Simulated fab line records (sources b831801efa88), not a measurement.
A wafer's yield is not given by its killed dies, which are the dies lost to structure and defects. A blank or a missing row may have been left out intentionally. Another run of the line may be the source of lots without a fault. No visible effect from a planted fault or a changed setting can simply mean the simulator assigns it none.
fab line records	flow sky130
record: lots: 24	wafers: 72	last-day: 50
route steps=708 shown METAL1@439 METAL4@598 VIA4@640 METAL5@662
lots that met no fault: taken from a fault-free run of the same line
start-h: hours from the record's first day to the start of the lot's first wafer shown	wait-h: how many hours have passed since the lot's step before this one	" same as the row above	L1.1+2: one row covering several wafers at once	- no value present, or no start provided	* or withheld: withheld	< > ~ a bound
route shown NAME@n: a module of which the file shows steps, and the number in the route of the first	usual: mean and standard deviation over wafers with no fault	same: alike in all rows	chamber/n: place in a boat	sites: readings site by site	_std_site: their standard deviation	_edge_site: the outer-site mean with the inner-site mean subtracted	radius-mm: how far each site lies from the wafer's centre	mask NAME#n: copy n	behind: tool/chamber where the wafer was last shaped	hold: cause of the lot's hold/its duration in hours/its outcome	device: transistor that didn't switch, given as n, p or np	end of line: the same wafers' tests at the end of the route	a step given without rows: its recipe and nothing more	killed: count of dies lost to structure and defects at first sort (not the wafer's yield)	map: dies across one wafer; x = killed, . = not, _ = none there
set.NAME: setting as actually run; set.NAME@STEP: the setting as run at that earlier step	model.NAME: the simulator's own value behind a step, which no gauge read
one table for each step of the route and one row for each wafer, over a sample of lots
services: the hour from which a tool's chamber was out of use, counted from the record's first day as start-h (under 0 if before that day), plus the number of hours and why
== steps ==
step: SKY_METAL1_RS_MEAS_05
recipe: thk-meas-gauge: four-point-probe	reads: TiN_of_METAL1_SPUTTER_04+Ti_of_METAL1_SPUTTER_03+AlCu_of_METAL1_SPUTTER_02+TiN_of_METAL1_SPUTTER_01+Ti_of_METAL1_SPUTTER_00
usual: METAL1_ALCU_RS: 0.1274/0.0012
lot.wafer	tool	chamber	start-h	wait-h	METAL1_ALCU_RS[ohm/sq]
L074.1	film-metro-02	-	718.90	0.0	0.1287
L074.4	"	-	"	"	0.1290
L074.6	"	-	"	"	0.1272
L075.2	film-metro-01	-	740.35	0.0	0.1264
L075.3	"	-	"	"	0.1268
L075.6	"	-	"	"	0.1266
L076.1	film-metro-02	-	742.23	0.0	0.1286
L076.2	"	-	"	"	0.1280
L076.5	"	-	"	"	0.1275
L077.2	film-metro-01	-	752.47	0.0	0.1252
L077.3	"	-	"	"	0.1261
L077.4	"	-	"	"	0.1262
L078.2	film-metro-04	-	784.23	0.0	0.1277
L078.5	"	-	"	"	0.1274
L078.6	"	-	"	"	0.1270
L079.1	film-metro-01	-	791.05	0.0	0.1263
L079.3	"	-	"	"	0.1267
L079.6	"	-	"	"	0.1270
L080.1	film-metro-04	-	792.03	0.0	0.1244
L080.2	"	-	"	"	0.1261
L080.3	"	-	"	"	0.1262
L081.2	film-metro-01	-	792.98	0.0	0.1292
L081.4	"	-	"	"	0.1294
L081.5	"	-	"	"	0.1292
L082.1	film-metro-01	-	797.27	0.0	0.1265
L082.2	"	-	"	"	0.1279
L082.5	"	-	"	"	0.1266
L083.3	film-metro-01	-	806.42	0.1	0.1282
L083.4	"	-	"	"	0.1273
L083.6	"	-	"	"	0.1283
L085.1	film-metro-02	-	816.36	0.0	0.1269
L085.3	"	-	"	"	0.1279
L085.4	"	-	"	"	0.1278
L084.2	film-metro-01	-	819.00	0.0	0.1257
L084.3	"	-	"	"	0.1261
L084.4	"	-	"	"	0.1278
L086.1	film-metro-01	-	824.21	0.0	0.1286
L086.4	"	-	"	"	0.1276
L086.6	"	-	"	"	0.1285
L087.2	film-metro-02	-	832.71	0.0	0.1278
L087.5	"	-	"	"	0.1280
L087.6	"	-	"	"	0.1288
L088.1	film-metro-04	-	838.37	0.0	0.1276
L088.3	"	-	"	"	0.1265
L088.5	"	-	"	"	0.1268
L090.1	film-metro-01	-	870.28	0.0	0.1255
L090.4	"	-	"	"	0.1253
L090.6	"	-	"	"	0.1247
L091.1	film-metro-04	-	874.00	0.0	0.1281
L091.2	"	-	"	"	0.1267
L091.4	"	-	"	"	0.1267
L089.2	film-metro-02	-	877.52	0.0	0.1264
L089.4	"	-	"	"	0.1259
L089.5	"	-	"	"	0.1265
L092.1	film-metro-04	-	877.73	0.0	0.1269
L092.3	"	-	"	"	0.1263
L092.5	"	-	"	"	0.1276
L093.3	film-metro-02	-	880.75	0.1	0.1278
L093.4	"	-	"	"	0.1288
L093.6	"	-	"	"	0.1275
L094.1	film-metro-04	-	898.82	0.0	0.1262
L094.5	"	-	"	"	0.1262
L094.6	"	-	"	"	0.1259
L095.1	film-metro-01	-	909.96	0.0	0.1296
L095.2	"	-	"	"	0.1280
L095.4	"	-	"	"	0.1275
L097.2	film-metro-02	-	910.16	0.0	0.1286
L097.3	"	-	"	"	0.1286
L097.6	"	-	"	"	0.1294
L096.1	film-metro-04	-	914.92	0.0	0.1271
L096.2	"	-	"	"	0.1282
L096.3	"	-	"	"	0.1264
step: SKY_METAL4_SPUTTER_00
recipe: material: Ti	target-thk-nm: 15	power-w: 3000	time-s: 10	chamber-pressure-pa: 0.4
usual: throttle-valve-pct: 30.0/0.99
lot.wafer	tool	chamber	start-h	wait-h	throttle-valve-pct
L074.1	pvd-sputter-03	-	911.68	0.2	28.0
L074.4	"	-	"	"	30.1
L074.6	"	-	"	"	28.3
L075.2	pvd-sputter-01	-	931.97	0.2	28.7
L075.3	"	-	"	"	29.7
L075.6	"	-	"	"	30.1
L076.1	pvd-sputter-02	-	934.15	0.1	30.0
L076.2	"	-	"	"	30.4
L076.5	"	-	"	"	30.0
L077.2	pvd-sputter-01	-	941.65	0.2	29.7
L077.3	"	-	"	"	28.7
L077.4	"	-	"	"	30.4
L078.2	pvd-sputter-01	-	971.26	0.1	29.0
L078.5	"	-	"	"	29.5
L078.6	"	-	"	"	30.3
L079.1	pvd-sputter-02	-	979.28	0.1	29.7
L079.3	"	-	"	"	32.2
L079.6	"	-	"	"	30.1
L080.1	pvd-sputter-03	-	980.39	0.1	30.1
L080.2	"	-	"	"	30.0
L080.3	"	-	"	"	28.0
L081.2	pvd-sputter-02	-	984.07	0.2	30.1
L081.4	"	-	"	"	32.4
L081.5	"	-	"	"	30.2
L082.1	pvd-sputter-01	-	984.14	0.1	30.5
L082.2	"	-	"	"	29.7
L082.5	"	-	"	"	28.8
L083.3	pvd-sputter-01	-	992.70	0.2	29.0
L083.4	"	-	"	"	29.7
L083.6	"	-	"	"	28.7
L085.1	pvd-sputter-01	-	998.00	0.1	29.3
L085.3	"	-	"	"	29.9
L085.4	"	-	"	"	29.6
L084.2	pvd-sputter-02	-	1004.33	0.2	32.2
L084.3	"	-	"	"	29.8
L084.4	"	-	"	"	30.1
L086.1	pvd-sputter-03	-	1008.33	0.2	30.0
L086.4	"	-	"	"	28.4
L086.6	"	-	"	"	28.3
L087.2	pvd-sputter-01	-	1014.25	0.1	29.5
L087.5	"	-	"	"	29.0
L087.6	"	-	"	"	29.6
L088.1	pvd-sputter-02	-	1025.38	0.2	29.9
L088.3	"	-	"	"	30.4
L088.5	"	-	"	"	32.2
L090.1	pvd-sputter-02	-	1045.22	0.1	29.7
L090.4	"	-	"	"	30.2
L090.6	"	-	"	"	29.9
L091.1	pvd-sputter-02	-	1050.91	0.1	29.8
L091.2	"	-	"	"	32.1
L091.4	"	-	"	"	30.3
L089.2	pvd-sputter-02	-	1056.25	0.2	30.0
L089.4	"	-	"	"	32.4
L089.5	"	-	"	"	30.1
L092.1	pvd-sputter-02	-	1056.91	0.2	29.8
L092.3	"	-	"	"	32.3
L092.5	"	-	"	"	30.1
L093.3	pvd-sputter-03	-	1057.91	0.1	30.2
L093.4	"	-	"	"	28.8
L093.6	"	-	"	"	28.0
L094.1	pvd-sputter-02	-	1074.60	0.2	30.1
L094.5	"	-	"	"	30.0
L094.6	"	-	"	"	30.0
L097.2	pvd-sputter-03	-	1080.44	0.1	29.1
L097.3	"	-	"	"	28.2
L097.6	"	-	"	"	30.0
L095.1	pvd-sputter-01	-	1081.45	0.1	30.0
L095.2	"	-	"	"	30.4
L095.4	"	-	"	"	29.6
L096.1	pvd-sputter-02	-	1085.95	0.1	30.3
L096.2	"	-	"	"	32.2
L096.3	"	-	"	"	30.0
step: SKY_METAL4_ETCH_16
recipe: chemistry: N2/H2	target: BARC	ion-energy-ev: 200	bias-w: 100	pressure-mtorr: 30	n2-flow-sccm: 100	h2-flow-sccm: 200	icp-w: 500	stop-on: SiO2	time-s: 88.2	target-depth-a: 600
usual: drypump-motor-current-A: 5.45/0.23	oes-product-au: 0.626/0.0042	throttle-valve-pct: 13.204/0.0088
lot.wafer	tool	chamber	start-h	wait-h	drypump-motor-current-A	oes-product-au	rf-hours-counter-h	throttle-valve-pct
L074.1	rie-metal-02	0	961.32	0.0	6.03	0.625	17	13.215
L074.4	"	0	"	"	6.01	0.624	-	13.207
L074.6	"	0	"	"	6.02	0.629	-	13.211
L075.2	rie-metal-04	1	982.57	0.0	5.24	0.618	17	13.191
L075.3	"	1	"	"	5.24	0.631	-	13.209
L075.6	"	1	"	"	5.24	0.619	-	13.194
L076.1	rie-metal-04	1	983.92	0.0	5.26	0.632	17	13.197
L076.2	"	0	"	"	5.66	0.618	4	13.211
L076.5	"	0	"	"	5.67	0.625	-	13.221
L077.2	rie-metal-04	1	990.36	0.0	5.24	0.629	17	13.197
L077.3	"	1	"	"	5.24	0.631	-	13.203
L077.4	"	0	"	"	5.67	0.626	-	13.207
L078.2	rie-metal-03	0	1017.62	0.0	5.56	0.624	3	13.205
L078.5	"	1	"	"	5.32	0.622	-	13.211
L078.6	"	0	"	"	5.56	0.626	-	13.197
L079.1	rie-metal-03	0	1025.72	0.0	5.56	0.634	3	13.211
L079.3	"	0	"	"	5.57	0.625	-	13.209
L079.6	"	1	"	"	5.30	0.619	-	13.198
L080.1	rie-metal-04	0	1027.21	0.0	5.66	0.629	6	13.195
L080.2	"	1	"	"	5.24	0.621	19	13.202
L080.3	"	1	"	"	5.24	0.631	-	13.202
L081.2	rie-metal-03	1	1030.12	0.0	5.31	0.622	19	13.201
L081.4	"	1	"	"	5.31	0.625	-	13.201
L081.5	"	0	"	"	5.57	0.633	-	13.219
L082.1	rie-metal-02	0	1031.07	0.0	6.01	0.622	20	13.212
L082.2	"	1	"	"	5.23	0.630	18	13.196
L082.5	"	0	"	"	5.99	0.624	-	13.207
L083.3	rie-metal-03	0	1039.21	0.0	5.57	0.631	-	13.221
L083.4	"	1	"	"	5.30	0.631	-	13.208
L083.6	"	1	"	"	5.32	0.628	-	13.200
L085.1	rie-metal-04	0	1043.01	0.0	5.66	0.626	7	13.213
L085.3	"	0	"	"	5.66	0.629	-	13.202
L085.4	"	1	"	"	5.24	0.624	-	13.198
L084.2	rie-metal-03	1	1050.57	0.0	5.28	0.626	20	13.220
L084.3	"	0	"	"	5.54	0.623	-	13.203
L084.4	"	1	"	"	5.30	0.618	-	13.206
L086.1	rie-metal-02	1	1054.26	0.1	5.22	0.616	20	13.212
L086.4	"	1	"	"	5.22	0.619	-	13.185
L086.6	"	1	"	"	5.21	0.638	-	13.198
L087.2	rie-metal-02	1	1059.69	0.1	5.23	0.629	-	13.192
L087.5	"	1	"	"	5.24	0.622	-	13.204
L087.6	"	1	"	"	5.22	0.616	-	13.205
L088.1	rie-metal-03	1	1069.10	0.0	5.29	0.631	21	13.208
L088.3	"	1	"	"	5.30	0.624	-	13.212
L088.5	"	1	"	"	5.29	0.628	-	13.210
L090.1	rie-metal-03	1	1088.13	0.0	5.31	0.624	23	13.221
L090.4	"	1	"	"	5.29	0.631	-	13.210
L090.6	"	1	"	"	5.31	0.626	-	13.202
L091.1	rie-metal-03	0	1093.53	0.0	5.57	0.635	8	13.200
L091.2	"	1	"	"	5.30	0.626	23	13.203
L091.4	"	0	"	"	5.58	0.629	-	13.209
L089.2	rie-metal-02	1	1098.03	0.0	5.23	0.620	24	13.203
L089.4	"	1	"	"	5.24	0.627	-	13.204
L089.5	"	0	"	"	6.01	0.621	-	13.222
L092.1	rie-metal-03	0	1099.62	0.0	5.59	0.628	8	13.191
L092.3	"	0	"	"	5.58	0.625	-	13.199
L092.5	"	0	"	"	5.56	0.628	-	13.187
L093.3	rie-metal-04	0	1100.21	0.0	5.68	0.624	-	13.210
L093.4	"	1	"	"	5.25	0.625	-	13.212
L093.6	"	1	"	"	5.26	0.624	-	13.207
L094.1	rie-metal-04	0	1115.98	0.0	5.67	0.627	13	13.199
L094.5	"	1	"	"	5.25	0.621	-	13.208
L094.6	"	0	"	"	5.66	0.625	-	13.179
L097.2	rie-metal-03	0	1121.67	0.0	5.56	0.623	10	13.218
L097.3	"	0	"	"	5.56	0.629	-	13.218
L097.6	"	0	"	"	5.55	0.627	-	13.186
L095.1	rie-metal-04	0	1122.82	0.0	5.65	0.624	13	13.205
L095.2	"	1	"	"	5.23	0.626	27	13.198
L095.4	"	1	"	"	5.23	0.634	-	13.211
L096.1	rie-metal-04	0	1127.63	0.0	5.68	0.627	14	13.217
L096.2	"	1	"	"	5.24	0.623	27	13.191
L096.3	"	0	"	"	5.67	0.626	-	13.211
step: SKY_VIA4_THK_MEAS_01
recipe: reads: SiO2_of_VIA4_HDPCVD_00
usual: VIA4_HDPCVD_THK: 1753/18
lot.wafer	tool	chamber	start-h	wait-h	VIA4_HDPCVD_THK[nm]
L074.1	film-metro-01	-	962.49	0.1	1750
L074.4	"	-	"	"	1777
L074.6	"	-	"	"	1747
L075.2	film-metro-01	-	983.79	0.1	1711
L075.3	"	-	"	"	1699
L075.6	"	-	"	"	1728
L076.1	film-metro-03	-	985.06	0.1	1726
L076.2	"	-	"	"	1758
L076.5	"	-	"	"	1725
L077.2	film-metro-01	-	991.44	0.1	1747
L077.3	"	-	"	"	1751
L077.4	"	-	"	"	1743
L078.2	film-metro-04	-	1018.75	0.2	1745
L078.5	"	-	"	"	1754
L078.6	"	-	"	"	1733
L079.1	film-metro-01	-	1026.88	0.2	1759
L079.3	"	-	"	"	1761
L079.6	"	-	"	"	1763
L080.1	film-metro-01	-	1028.45	0.2	1782
L080.2	"	-	"	"	1781
L080.3	"	-	"	"	1772
L081.2	film-metro-04	-	1031.29	0.2	1756
L081.4	"	-	"	"	1758
L081.5	"	-	"	"	1755
L082.1	film-metro-04	-	1032.15	0.1	1725
L082.2	"	-	"	"	1731
L082.5	"	-	"	"	1768
L083.3	film-metro-01	-	1040.26	0.1	1758
L083.4	"	-	"	"	1782
L083.6	"	-	"	"	1749
L085.1	film-metro-03	-	1044.09	0.1	1788
L085.3	"	-	"	"	1771
L085.4	"	-	"	"	1778
L084.2	film-metro-01	-	1051.90	0.1	1779
L084.3	"	-	"	"	1774
L084.4	"	-	"	"	1772
L086.1	film-metro-03	-	1055.42	0.1	1740
L086.4	"	-	"	"	1734
L086.6	"	-	"	"	1724
L087.2	film-metro-01	-	1060.87	0.1	1747
L087.5	"	-	"	"	1754
L087.6	"	-	"	"	1782
L088.1	film-metro-01	-	1070.20	0.1	1747
L088.3	"	-	"	"	1739
L088.5	"	-	"	"	1753
L090.1	film-metro-01	-	1089.28	0.1	1759
L090.4	"	-	"	"	1786
L090.6	"	-	"	"	1778
L091.1	film-metro-01	-	1094.59	0.1	1770
L091.2	"	-	"	"	1751
L091.4	"	-	"	"	1759
L089.2	film-metro-01	-	1099.10	0.1	1757
L089.4	"	-	"	"	1743
L089.5	"	-	"	"	1754
L092.1	film-metro-01	-	1100.69	0.1	1726
L092.3	"	-	"	"	1742
L092.5	"	-	"	"	1739
L093.3	film-metro-01	-	1101.26	0.1	1755
L093.4	"	-	"	"	1743
L093.6	"	-	"	"	1746
L094.1	film-metro-04	-	1117.08	0.1	1760
L094.5	"	-	"	"	1754
L094.6	"	-	"	"	1751
L097.2	film-metro-03	-	1122.75	0.1	1765
L097.3	"	-	"	"	1773
L097.6	"	-	"	"	1764
L095.1	film-metro-03	-	1123.89	0.1	1722
L095.2	"	-	"	"	1729
L095.4	"	-	"	"	1738
L096.1	film-metro-01	-	1128.69	0.1	1740
L096.2	"	-	"	"	1760
L096.3	"	-	"	"	1762
step: SKY_VIA4_SPUTTER_17
recipe: material: TiN	target-thk-nm: 20	chamber-pressure-pa: 5	power-w: 4000	time-s: 80
usual: throttle-valve-pct: 29.5/0.71
lot.wafer	tool	chamber	start-h	wait-h	throttle-valve-pct
L074.1	pvd-sputter-01	-	987.37	0.0	28.8
L074.4	"	-	"	"	29.4
L074.6	"	-	"	"	29.9
L075.2	pvd-sputter-03	-	1007.16	0.0	27.8
L075.3	"	-	"	"	30.2
L075.6	"	-	"	"	29.9
L076.1	pvd-sputter-04	-	1008.70	0.0	30.3
L076.2	"	-	"	"	29.7
L076.5	"	-	"	"	29.8
L077.2	pvd-sputter-01	-	1014.99	0.0	29.9
L077.3	"	-	"	"	29.4
L077.4	"	-	"	"	30.8
L078.2	pvd-sputter-04	-	1042.11	0.0	29.4
L078.5	"	-	"	"	29.5
L078.6	"	-	"	"	30.6
L079.1	pvd-sputter-01	-	1049.92	0.0	28.7
L079.3	"	-	"	"	29.9
L079.6	"	-	"	"	29.9
L080.1	pvd-sputter-01	-	1051.33	0.0	28.9
L080.2	"	-	"	"	29.6
L080.3	"	-	"	"	29.6
L081.2	pvd-sputter-01	-	1053.86	0.0	30.6
L081.4	"	-	"	"	29.7
L081.5	"	-	"	"	28.7
L082.1	pvd-sputter-03	-	1054.94	0.0	28.5
L082.2	"	-	"	"	29.3
L082.5	"	-	"	"	30.2
L083.3	pvd-sputter-01	-	1062.74	0.0	30.6
L083.4	"	-	"	"	28.8
L083.6	"	-	"	"	28.8
L085.1	pvd-sputter-03	-	1066.26	0.0	27.9
L085.3	"	-	"	"	28.9
L085.4	"	-	"	"	30.0
L084.2	pvd-sputter-01	-	1074.08	0.0	30.4
L084.3	"	-	"	"	29.1
L084.4	"	-	"	"	29.4
L086.1	pvd-sputter-01	-	1077.55	0.0	29.7
L086.4	"	-	"	"	30.6
L086.6	"	-	"	"	30.8
L087.2	pvd-sputter-01	-	1082.59	0.0	30.6
L087.5	"	-	"	"	29.1
L087.6	"	-	"	"	29.9
L088.1	pvd-sputter-04	-	1090.94	0.0	29.4
L088.3	"	-	"	"	28.8
L088.5	"	-	"	"	29.2
L090.1	pvd-sputter-04	-	1110.63	0.0	28.6
L090.4	"	-	"	"	30.5
L090.6	"	-	"	"	28.7
L091.1	pvd-sputter-04	-	1115.69	0.0	28.7
L091.2	"	-	"	"	29.3
L091.4	"	-	"	"	30.6
L089.2	pvd-sputter-01	-	1120.38	0.0	29.9
L089.4	"	-	"	"	29.0
L089.5	"	-	"	"	30.4
L092.1	pvd-sputter-03	-	1121.57	0.0	30.0
L092.3	"	-	"	"	28.1
L092.5	"	-	"	"	28.3
L093.3	pvd-sputter-03	-	1122.18	0.0	29.0
L093.4	"	-	"	"	29.9
L093.6	"	-	"	"	30.2
L094.1	pvd-sputter-01	-	1137.29	0.0	30.1
L094.5	"	-	"	"	29.4
L094.6	"	-	"	"	28.9
L097.2	pvd-sputter-03	-	1142.91	0.0	29.9
L097.3	"	-	"	"	28.2
L097.6	"	-	"	"	28.4
L095.1	pvd-sputter-01	-	1143.18	0.0	30.6
L095.2	"	-	"	"	28.6
L095.4	"	-	"	"	29.5
L096.1	pvd-sputter-03	-	1147.78	0.0	30.1
L096.2	"	-	"	"	28.2
L096.3	"	-	"	"	28.9
step: SKY_METAL5_SPUTTER_01
recipe: material: TiN	target-thk-nm: 20	power-w: 6500	time-s: 16.7	chamber-pressure-pa: 0.4
usual: throttle-valve-pct: 29.7/0.86
lot.wafer	tool	chamber	start-h	wait-h	throttle-valve-pct
L074.1	pvd-sputter-04	-	988.09	0.0	28.9
L074.4	"	-	"	"	30.5
L074.6	"	-	"	"	30.6
L075.2	pvd-sputter-04	-	1007.88	0.0	28.6
L075.3	"	-	"	"	29.1
L075.6	"	-	"	"	30.5
L076.1	pvd-sputter-02	-	1009.42	0.0	30.3
L076.2	"	-	"	"	29.8
L076.5	"	-	"	"	32.1
L077.2	pvd-sputter-04	-	1015.70	0.0	29.0
L077.3	"	-	"	"	30.6
L077.4	"	-	"	"	28.7
L078.2	pvd-sputter-03	-	1042.83	0.0	30.2
L078.5	"	-	"	"	28.8
L078.6	"	-	"	"	29.9
L079.1	pvd-sputter-03	-	1050.63	0.0	30.2
L079.3	"	-	"	"	28.1
L079.6	"	-	"	"	28.9
L080.1	pvd-sputter-04	-	1052.04	0.0	28.7
L080.2	"	-	"	"	29.2
L080.3	"	-	"	"	29.7
L081.2	pvd-sputter-04	-	1054.58	0.0	30.5
L081.4	"	-	"	"	29.4
L081.5	"	-	"	"	30.9
L082.1	pvd-sputter-04	-	1055.65	0.0	30.6
L082.2	"	-	"	"	29.1
L082.5	"	-	"	"	29.4
L083.3	pvd-sputter-04	-	1063.46	0.0	28.9
L083.4	"	-	"	"	29.0
L083.6	"	-	"	"	30.6
L085.1	pvd-sputter-04	-	1066.98	0.0	30.6
L085.3	"	-	"	"	29.4
L085.4	"	-	"	"	30.7
L084.2	pvd-sputter-04	-	1074.79	0.0	28.8
L084.3	"	-	"	"	29.3
L084.4	"	-	"	"	30.7
L086.1	pvd-sputter-04	-	1078.26	0.0	29.3
L086.4	"	-	"	"	29.0
L086.6	"	-	"	"	29.8
L087.2	pvd-sputter-02	-	1083.30	0.0	32.2
L087.5	"	-	"	"	32.4
L087.6	"	-	"	"	30.0
L088.1	pvd-sputter-04	-	1091.65	0.0	28.8
L088.3	"	-	"	"	30.7
L088.5	"	-	"	"	30.3
L090.1	pvd-sputter-02	-	1111.34	0.0	30.3
L090.4	"	-	"	"	30.0
L090.6	"	-	"	"	30.0
L091.1	pvd-sputter-02	-	1116.56	0.0	32.2
L091.2	"	-	"	"	30.2
L091.4	"	-	"	"	30.5
L089.2	pvd-sputter-04	-	1121.09	0.0	30.8
L089.4	"	-	"	"	29.2
L089.5	"	-	"	"	30.7
L092.1	pvd-sputter-04	-	1122.28	0.0	28.7
L092.3	"	-	"	"	29.1
L092.5	"	-	"	"	29.8
L093.3	pvd-sputter-03	-	1122.89	0.0	29.8
L093.4	"	-	"	"	30.3
L093.6	"	-	"	"	29.0
L094.1	pvd-sputter-04	-	1138.01	0.0	28.7
L094.5	"	-	"	"	29.1
L094.6	"	-	"	"	28.6
L097.2	pvd-sputter-04	-	1143.63	0.0	28.7
L097.3	"	-	"	"	29.4
L097.6	"	-	"	"	29.3
L095.1	pvd-sputter-03	-	1143.90	0.0	29.0
L095.2	"	-	"	"	28.2
L095.4	"	-	"	"	30.1
L096.1	pvd-sputter-04	-	1148.57	0.0	29.5
L096.2	"	-	"	"	30.6
L096.3	"	-	"	"	28.8
== services ==
tool	chamber	start-h	hours	kind
rie-metal-03	-	911.09	14.6	pm
pvd-sputter-04	3	931.64	-	consumable-replace:kit
pvd-sputter-04	3	931.64	18.0	scheduled-down
pvd-sputter-04	3	931.64	18.0	vent-cycle
rie-metal-02	-	957.84	0.3	repair
pvd-sputter-01	2	984.82	-	consumable-replace:kit
pvd-sputter-01	2	984.82	18.0	scheduled-down
pvd-sputter-01	2	984.82	18.0	vent-cycle
pvd-sputter-03	-	991.75	2.1	repair
pvd-sputter-01	-	1008.20	1.7	repair
pvd-sputter-03	1	1042.97	-	consumable-replace:kit
pvd-sputter-03	1	1042.97	18.0	scheduled-down
pvd-sputter-04	2	1055.80	-	consumable-replace:kit
pvd-sputter-04	2	1055.80	18.0	scheduled-down
pvd-sputter-04	2	1055.80	18.0	vent-cycle
pvd-sputter-01	-	1070.65	1.8	repair
rie-metal-02	-	1088.93	4.3	pm
pvd-sputter-04	-	1107.82	2.6	repair
pvd-sputter-01	1	1115.37	-	consumable-replace:kit
pvd-sputter-01	1	1115.37	18.0	scheduled-down
pvd-sputter-01	1	1115.37	18.0	vent-cycle
rie-metal-03	-	1132.11	1.0	repair
rie-metal-04	0	1137.08	10.1	repair
pvd-sputter-03	-	1145.38	1.4	repair
== key ==
fault none
